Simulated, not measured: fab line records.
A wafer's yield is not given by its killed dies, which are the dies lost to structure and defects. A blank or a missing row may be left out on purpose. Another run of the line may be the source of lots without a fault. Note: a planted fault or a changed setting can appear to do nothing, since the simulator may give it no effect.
The tool behind it: which one? + flow gf180mcu + 42 wafers from 14 lots sampled at 6 of the route's 602 steps

## WHAT THE GAUGES SHOWED, per wafer
GF_MIM_RS_MEAS_10: uses a four-point probe to measure.
| lot  | measured     | on           | MIM_ALCU_RS (ohm/sq) |
|------|--------------|--------------|----------------------|
| L216 | day 24 10:43 | filmMetro-02 | 0.1566 0.1552 0.1563 |
| L219 | day 25 13:16 | filmMetro-02 | 0.1568 0.1551 0.1558 |
| L220 | day 25 20:54 | filmMetro-02 | 0.1605 0.1607 0.1610 |
| L221 | day 26 05:53 | filmMetro-04 | 0.1616 0.1579 0.1605 |
| L224 | day 26 23:17 | filmMetro-04 | 9.2783 9.3618 9.1965 |
| L225 | day 27 11:22 | filmMetro-01 | 9.3611 9.2440 9.3291 |
| L226 | day 27 19:41 | filmMetro-04 | 0.1584 0.1598 0.1598 |
| L229 | day 28 16:04 | filmMetro-02 | 0.1581 0.1585 0.1600 |
| L230 | day 28 23:03 | filmMetro-04 | 0.1566 0.1595 0.1590 |
| L231 | day 29 09:32 | filmMetro-04 | 0.1609 0.1606 0.1600 |
| L232 | day 29 12:41 | filmMetro-02 | 0.1599 0.1583 0.1606 |
| L234 | day 30 02:01 | filmMetro-04 | 0.1596 0.1618 0.1588 |
| L235 | day 30 07:22 | filmMetro-02 | 0.1627 0.1608 0.1597 |
| L238 | day 31 11:29 | filmMetro-01 | 0.1574 0.1611 0.1622 |

GF_MIM_THK_MEAS_11: measures by xrf.
| lot  | measured     | on           | MIM_ALCU_THK (nm) |
|------|--------------|--------------|-------------------|
| L216 | day 24 10:50 | filmMetro-02 | 207.3 208.2 208.7 |
| L219 | day 25 13:23 | filmMetro-02 | 208.7 210.6 209.8 |
| L220 | day 25 21:01 | filmMetro-02 | 204.3 203.0 203.7 |
| L221 | day 26 05:59 | filmMetro-04 | 201.1 204.2 201.9 |
| L224 | day 26 23:24 | filmMetro-04 | <0.3 <0.3 <0.3    |
| L225 | day 27 11:28 | filmMetro-01 | <0.4 <0.4 <0.4    |
| L226 | day 27 19:47 | filmMetro-04 | 205.9 204.2 202.5 |
| L229 | day 28 16:10 | filmMetro-02 | 207.8 207.4 205.5 |
| L230 | day 28 23:10 | filmMetro-04 | 210.3 204.3 206.0 |
| L231 | day 29 09:40 | filmMetro-04 | 199.8 202.2 201.4 |
| L232 | day 29 12:47 | filmMetro-02 | 205.2 207.0 204.0 |
| L234 | day 30 02:08 | filmMetro-04 | 204.9 200.8 204.7 |
| L235 | day 30 07:29 | filmMetro-02 | 200.8 203.6 205.2 |
| L238 | day 31 11:37 | filmMetro-01 | 204.7 201.0 200.6 |

GF_M5_OVL_MEAS_08.
| lot  | measured     | on         | M5_OVL (nm) |
|------|--------------|------------|-------------|
| L216 | day 26 06:15 | overlay-01 | 4 -5 -7     |
| L219 | day 27 06:42 | overlay-01 | 1 7 8       |
| L220 | day 27 14:14 | overlay-01 | 15 2 3      |
| L221 | day 27 23:07 | overlay-02 | 7 4 -8      |
| L226 | day 29 09:34 | overlay-01 | 7 1 1       |
| L229 | day 30 06:12 | overlay-02 | 16 14 1     |
| L230 | day 30 12:38 | overlay-01 | 0 -6 -1     |
| L231 | day 30 22:50 | overlay-02 | 0 7 7       |
| L232 | day 31 01:06 | overlay-01 | -5 -10 10   |
| L234 | day 31 13:38 | overlay-01 | 1 0 -1      |
| L235 | day 31 17:57 | overlay-02 | 4 12 1      |
| L238 | day 32 20:08 | overlay-02 | 5 -7 -4     |

## WHICH TOOL RAN EACH LOT (tool, then ch and the chambers of the sampled wafers, then the start)
| lot  | GF_MIM_SPUTTER_04           | GF_MIM_SPUTTER_08           | GF_MIM_METAL_ETCH_19             |
|------|-----------------------------|-----------------------------|----------------------------------|
| L216 | pvdSputter-04, day 24 10:29 | pvdSputter-03, day 24 10:40 | rieMetal-03 ch 0, day 25 08:47   |
| L219 | pvdSputter-03, day 25 13:01 | pvdSputter-03, day 25 13:11 | rieMetal-01 ch 0, day 26 09:43   |
| L220 | pvdSputter-03, day 25 20:40 | pvdSputter-04, day 25 20:51 | rieMetal-04 ch 0,1, day 26 17:13 |
| L221 | pvdSputter-01, day 26 05:37 | pvdSputter-04, day 26 05:47 | rieMetal-04 ch 0,1, day 27 02:18 |
| L224 | pvdSputter-04, day 26 23:01 | pvdSputter-01, day 26 23:12 | rieMetal-03 ch 0,1, day 27 19:43 |
| L225 | pvdSputter-03, day 27 11:07 | pvdSputter-01, day 27 11:17 | rieMetal-01 ch 1, day 28 06:47   |
| L226 | pvdSputter-04, day 27 19:25 | pvdSputter-01, day 27 19:36 | rieMetal-03 ch 0,1, day 28 14:04 |
| L229 | pvdSputter-01, day 28 15:47 | pvdSputter-03, day 28 15:58 | rieMetal-01 ch 0,1, day 29 11:14 |
| L230 | pvdSputter-03, day 28 22:49 | pvdSputter-04, day 28 23:00 | rieMetal-04 ch 0,1, day 29 17:43 |
| L231 | pvdSputter-04, day 29 09:19 | pvdSputter-01, day 29 09:29 | rieMetal-04 ch 0,1, day 30 04:19 |
| L232 | pvdSputter-04, day 29 12:26 | pvdSputter-03, day 29 12:37 | rieMetal-03 ch 0,1, day 30 07:34 |
| L234 | pvdSputter-03, day 30 01:47 | pvdSputter-04, day 30 01:58 | rieMetal-04 ch 0,1, day 30 19:25 |
| L235 | pvdSputter-03, day 30 07:08 | pvdSputter-04, day 30 07:19 | rieMetal-01 ch 0,1, day 30 23:55 |
| L238 | pvdSputter-01, day 31 11:16 | pvdSputter-04, day 31 11:26 | rieMetal-04 ch 0,1, day 32 03:37 |
- GF_MIM_SPUTTER_04: material TiN, target thk 50 nm, time 41.7 s.
- GF_MIM_SPUTTER_08: material AlCu, target thk 200 nm, time 10.6 s.
- GF_MIM_METAL_ETCH_19: etches the open film in Cl2/BCl3, stops on Si3N4, target depth 324.5 nm, time 54.1 s.

## WHAT THE TOOLS THEMSELVES READ (means of the sampled wafers that have a number; where no wafer has one, the mark that the record gives instead)
GF_MIM_SPUTTER_04.
| lot  | tool          | cathodeDcPowerW (W) | chamberPressurePa (Pa) | throttleValvePct (%) |
|------|---------------|---------------------|------------------------|----------------------|
| L216 | pvdSputter-04 | 6500.5              | 0.4007                 | 30.4                 |
| L219 | pvdSputter-03 | 6501.2              | 0.4002                 | 29.6                 |
| L220 | pvdSputter-03 | 6499.4              | 0.4003                 | 30.0                 |
| L221 | pvdSputter-01 | 6499.0              | 0.4006                 | 30.6                 |
| L224 | pvdSputter-04 | 6499.1              | 0.4008                 | 30.0                 |
| L225 | pvdSputter-03 | 6500.5              | 0.4003                 | 30.5                 |
| L226 | pvdSputter-04 | 6499.8              | 0.4009                 | 30.5                 |
| L229 | pvdSputter-01 | 6500.0              | 0.3999                 | 30.0                 |
| L230 | pvdSputter-03 | 6500.0              | 0.3991                 | 29.7                 |
| L231 | pvdSputter-04 | 6500.3              | 0.3996                 | 30.0                 |
| L232 | pvdSputter-04 | 6501.0              | 0.3999                 | 30.0                 |
| L234 | pvdSputter-03 | 6500.0              | 0.4002                 | 30.7                 |
| L235 | pvdSputter-03 | 6499.2              | 0.4002                 | 29.8                 |
| L238 | pvdSputter-01 | 6499.0              | 0.4004                 | 29.3                 |

GF_MIM_SPUTTER_08.
| lot  | tool          | cathodeDcPowerW (W) | chamberPressurePa (Pa) | throttleValvePct (%) |
|------|---------------|---------------------|------------------------|----------------------|
| L216 | pvdSputter-03 | 10600               | 0.4004                 | 30.1                 |
| L219 | pvdSputter-03 | 10600               | 0.4004                 | 30.4                 |
| L220 | pvdSputter-04 | 10602               | 0.4005                 | 29.9                 |
| L221 | pvdSputter-04 | 10600               | 0.3995                 | 30.7                 |
| L224 | pvdSputter-01 | -                   | -                      | -                    |
| L225 | pvdSputter-01 | -                   | -                      | -                    |
| L226 | pvdSputter-01 | 10599               | 0.3995                 | 30.7                 |
| L229 | pvdSputter-03 | 10599               | 0.3997                 | 30.0                 |
| L230 | pvdSputter-04 | 10599               | 0.4008                 | 30.1                 |
| L231 | pvdSputter-01 | 10598               | 0.4001                 | 29.3                 |
| L232 | pvdSputter-03 | 10602               | 0.4000                 | 30.4                 |
| L234 | pvdSputter-04 | 10599               | 0.4003                 | 30.6                 |
| L235 | pvdSputter-04 | 10598               | 0.3997                 | 30.3                 |
| L238 | pvdSputter-04 | 10599               | 0.4003                 | 30.5                 |

GF_MIM_METAL_ETCH_19.
| lot  | tool        | drypumpMotorCurrentA (A) | oesProductAu (a.u.) | throttleValvePct (%) |
|------|-------------|--------------------------|---------------------|----------------------|
| L216 | rieMetal-03 | 5.7                      | 0.946               | 28.270               |
| L219 | rieMetal-01 | 6.2                      | 0.952               | 28.273               |
| L220 | rieMetal-04 | 5.8                      | 0.939               | 28.291               |
| L221 | rieMetal-04 | 5.7                      | 0.939               | 28.290               |
| L224 | rieMetal-03 | 5.7                      | 0.992               | 28.229               |
| L225 | rieMetal-01 | 5.0                      | 0.987               | 28.240               |
| L226 | rieMetal-03 | 5.6                      | 0.941               | 28.285               |
| L229 | rieMetal-01 | 5.4                      | 0.944               | 28.280               |
| L230 | rieMetal-04 | 5.8                      | 0.942               | 28.287               |
| L231 | rieMetal-04 | 5.7                      | 0.942               | 28.282               |
| L232 | rieMetal-03 | 5.7                      | 0.943               | 28.281               |
| L234 | rieMetal-04 | 5.7                      | 0.943               | 28.284               |
| L235 | rieMetal-01 | 5.8                      | 0.939               | 28.279               |
| L238 | rieMetal-04 | 5.8                      | 0.936               | 28.281               |

## THE ANSWER, worked out from the rows above alone
Rule: the usual values come from the lots themselves. Put in order of their means at a reading, lots are off if they are a third of the lots or fewer, leave a main group of 4 or more, and stand apart from it by a gap of 3 or more times the standard deviation of the main group's means; of several such gaps the widest counts. If all means in a main group match to the digits the tables above print for the reading, that group is not used. Also off: a lot with no number at a reading for which 4 or more lots have one. The other lots that the step has rows for count as sound. The gauges are gone through in route order, then the tools' own readings, and for those a lot's mean is taken as printed above. At the first step where some lot is off, the reading lying furthest off is the one used; lots without a number count as furthest.
Off: L224, L225, at GF_MIM_RS_MEAS_10 (MIM_ALCU_RS). The main group has a mean of 0.1592 ohm/sq with a standard deviation of 0.0016.
If a tool, at a process step before that reading, ran all the lots that are off and no sound lot after the first of them, it fits. Not tried: the gauges at GF_MIM_RS_MEAS_10; whatever is off there is also off at GF_MIM_SPUTTER_08, on other tools, and gauge error can't account for it. Of those tried, none fits.

## WHAT THE SIMULATOR HAD INSERTED
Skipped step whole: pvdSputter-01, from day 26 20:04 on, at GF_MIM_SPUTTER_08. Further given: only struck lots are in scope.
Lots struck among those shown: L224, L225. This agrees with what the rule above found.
